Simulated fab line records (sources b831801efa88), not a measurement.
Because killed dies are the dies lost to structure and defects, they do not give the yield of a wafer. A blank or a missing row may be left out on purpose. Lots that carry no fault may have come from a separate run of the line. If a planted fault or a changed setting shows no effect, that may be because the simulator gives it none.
Problem report, 8D (eight disciplines) form, completed by code | flow gf180mcu | the parts of the form that need people (team, actions taken, sign-off) are left out

== 1. THE PROBLEM ==
Wafers free of any fault read 46.18 ohm/sq (standard deviation 0.096) for NSD_RS at GF_PSD_RS_MEAS_14, against a mean of 44.91 ohm/sq on 6 wafers of 2 lots. Relative to the usual mean, that is a shift of -13 standard deviations.
The step: measures by four-point-probe.
Earliest sighting: wafer L825.1 on filmMetro-03 at day 20 15:34. The record has a number at this step for 36 wafers belonging to 12 lots. Rule for "out", or "out of limits": more than 4 standard deviations from the usual mean. All remaining wafers that have a number are taken as sound.

== 2. WHAT IT IS; WHAT IT IS NOT ==
question                    | is                         | is not
which readings at this step | NSD_RS                     | -
which lots                  | L825, L827                 | L808, L809, L810, L811, L812, L817, L819, L826, L830, L831
which wafers of those lots  | all that have a number     | -
read on which gauges        | filmMetro-03, filmMetro-04 | filmMetro-01
when                        | from day 20 15:34          | up to then (21 sound wafers); but 9 sound wafers of L826, L830, L831 came after

== 3. THE SUSPECTS, EACH WITH WHAT RULES IT OUT ==
Counting: a tool stays on the suspect list if, at a process step up to the reading, it processed all lots that are out and no sound lot following the first of them.
- the gauge at GF_PSD_RS_MEAS_14 has been ruled out. 2 gauges (filmMetro-03, filmMetro-04) read the wafers that are out.
- implanter-02 at GF_NSD_IMPLANT_09: kept. It ran every lot that is out, first L825 (day 19 14:05), and no sound lot after that; its last sound lot up to then is L812 (day 14 20:23). On those wafers its own readings are out: beamOnS, doseIonsCm2.
After counting, what remains is implanter-02 at GF_NSD_IMPLANT_09.

== 4. THE CAUSE (what the simulator had put in) ==
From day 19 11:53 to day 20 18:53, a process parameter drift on implanter-02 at GF_NSD_IMPLANT_09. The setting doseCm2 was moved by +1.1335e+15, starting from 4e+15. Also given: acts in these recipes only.
The count eliminated every tool but this one.

== 5. THE EFFECT CHAIN, in route order ==
One row per reading whose mean, taken over the struck wafers that have a number, lies over 3 standard deviations from the usual. Only readings whose record carries a usual standard deviation are examined. hours: median over the lots of the time between each lot's start at the first step of this table that gives one and its start at this step. sigmas: the change, counted in usual standard deviations.
hours | step              | reading              | usual        | on struck wafers | change     | sigmas
0     | GF_NSD_IMPLANT_09 | beamOnS              | 16.9 s       | 22.0             | +5.1       | +6.8
0     | GF_NSD_IMPLANT_09 | doseIonsCm2          | 4.001e+15    | 5.135e+15        | +1.134e+15 | +99 or more
0     | GF_NSD_STRIP_11   | stripTimeToEndpointS | 22.96 s      | 23.71            | +0.75      | +20
25    | GF_PSD_RS_MEAS_14 | NSD_RS               | 46.18 ohm/sq | 44.91            | -1.27      | -13
The process steps in it:
- GF_NSD_IMPLANT_09
- GF_NSD_STRIP_11: strips in O2/N2.

== 6. WHAT WOULD HAVE CAUGHT IT SOONER ==
28 hours passed between the start of the fault at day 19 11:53 and the first reading out of limits at a measuring or inspecting step in this record, taken at day 20 15:34.
At GF_NSD_IMPLANT_09, the tool's own readings (beamOnS, doseIonsCm2) were out on each struck wafer the step has a row for, so an alarm limit on them would have fired on the first such wafer.
Lots out: 2; all had begun GF_NSD_IMPLANT_09 on implanter-02 by day 20 15:34. Holding the tool at that point would not have protected any of them.
